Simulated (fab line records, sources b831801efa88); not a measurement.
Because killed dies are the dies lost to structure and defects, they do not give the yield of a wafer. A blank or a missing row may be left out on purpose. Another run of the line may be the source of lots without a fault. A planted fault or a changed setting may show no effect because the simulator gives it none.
8D (eight disciplines) problem report, filled in by code || flow gf180mcu || the parts of the form that need people (team, actions taken, sign-off) are left out

== 1. PROBLEM STATEMENT ==
HV_LDD_2_TW at GF_HV_LDD_TW_MEAS_23 reads a mean of 978 on 6 wafers of 2 lots; wafers without a fault read 1054 with a standard deviation of 7.3. That puts it -10 standard deviations away from the usual mean.
First observed at day 14 08:16: wafer L527.3, on film_metro-02. Wafers with a number at this step in the record: 36, from 12 lots. Rule for "out", or "out of limits": more than 4 standard deviations from the usual mean. Any other wafer with a number is counted as sound.

== 2. WHAT THIS IS AND IS NOT ==
{"question": "which readings at this step", "is": "HV_LDD_2_TW", "is not": "-"}
{"question": "which lots", "is": "L527, L528", "is not": "L516, L517, L518, L529, L531, L532, L534, L535, L536, L539"}
{"question": "which wafers of those lots", "is": "all that have a number", "is not": "-"}
{"question": "read on which gauges", "is": "film_metro-02", "is not": "film_metro-03, film_metro-04"}
{"question": "when", "is": "from day 14 08:16", "is not": "up to then (9 sound wafers); but 21 sound wafers of L529, L531, L532, L534, L535, L536, L539 came after"}

== 3. SUSPECTS, AND WHAT RULES EACH OUT ==
Counting: any tool at a process step up to the reading is kept as a suspect provided that every lot that is out went through it and no sound lot did after the first of them.
- ruled out: the gauge at GF_HV_LDD_TW_MEAS_23. All the wafers that are out were read on film_metro-02, but those of them that GF_HV_LDD_IMPLANT_21 has rows for are out there too, on other tools.
- plasma_asher-01 at GF_HV_LDD_STRIP_10 (strips in O2/N2): ruled out as a lasting fault. The sound lots L529, L531 went through it after L527, its earliest lot that is out (day 13 11:16).
- implanter-01 at GF_HV_LDD_IMPLANT_21: kept. All lots that are out passed through it, beginning with L527 at day 14 08:02, and no sound lot followed; its final sound lot before that point was L517 at day 11 01:42. Its own beam_on_s, faraday_current_uA readings are out on those wafers.
After counting, what remains is implanter-01 at GF_HV_LDD_IMPLANT_21.

== 4. THE CAUSE (what the simulator had put in) ==
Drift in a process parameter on implanter-01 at GF_HV_LDD_IMPLANT_21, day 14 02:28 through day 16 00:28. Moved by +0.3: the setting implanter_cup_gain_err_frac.
Only this tool survived the counting.

== 5. THE CHAIN OF EFFECTS, in route order ==
One row per reading whose mean, taken over the struck wafers that have a number, lies over 3 standard deviations from the usual. Readings are gone through only where the record gives a usual standard deviation; hours: the median, over the lots, of the time from a lot's start at the first step in this table giving one to that lot's start at this step; sigmas: the change measured in usual standard deviations.
{"hours": 0, "step": "GF_HV_LDD_IMPLANT_21", "reading": "beam_on_s", "usual": "10.02 s", "on struck wafers": 7.73, "change": -2.29, "sigmas": -11}
{"hours": 0, "step": "GF_HV_LDD_IMPLANT_21", "reading": "faraday_current_uA", "usual": 281, "on struck wafers": 365, "change": "+84", "sigmas": "+14"}
{"hours": 0, "step": "GF_HV_LDD_TW_MEAS_23", "reading": "HV_LDD_2_TW", "usual": 1054, "on struck wafers": 978, "change": -76, "sigmas": -10}
Its process steps:
- GF_HV_LDD_IMPLANT_21
Later steps that measure or inspect, where all struck wafers having a row at the step show a number for every such reading and not one has moved that far: GF_HV_LDD_CD_MEAS_31, GF_HV_LDD_TW_MEAS_38.

== 6. WHAT WOULD HAVE CAUGHT IT SOONER ==
The first out-of-limits reading at a measuring or inspecting step in this record came at day 14 08:16, 6 hours after the fault's start at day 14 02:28.
The tool's own readings at GF_HV_LDD_IMPLANT_21 were out on every struck wafer that the step has a row for (beam_on_s, faraday_current_uA): an alarm limit on them would have fired on the first of those.
Lots out: 2; of these, L528 started GF_HV_LDD_IMPLANT_21 on implanter-01 after day 14 08:16. Putting the tool on hold at that point would have spared it.
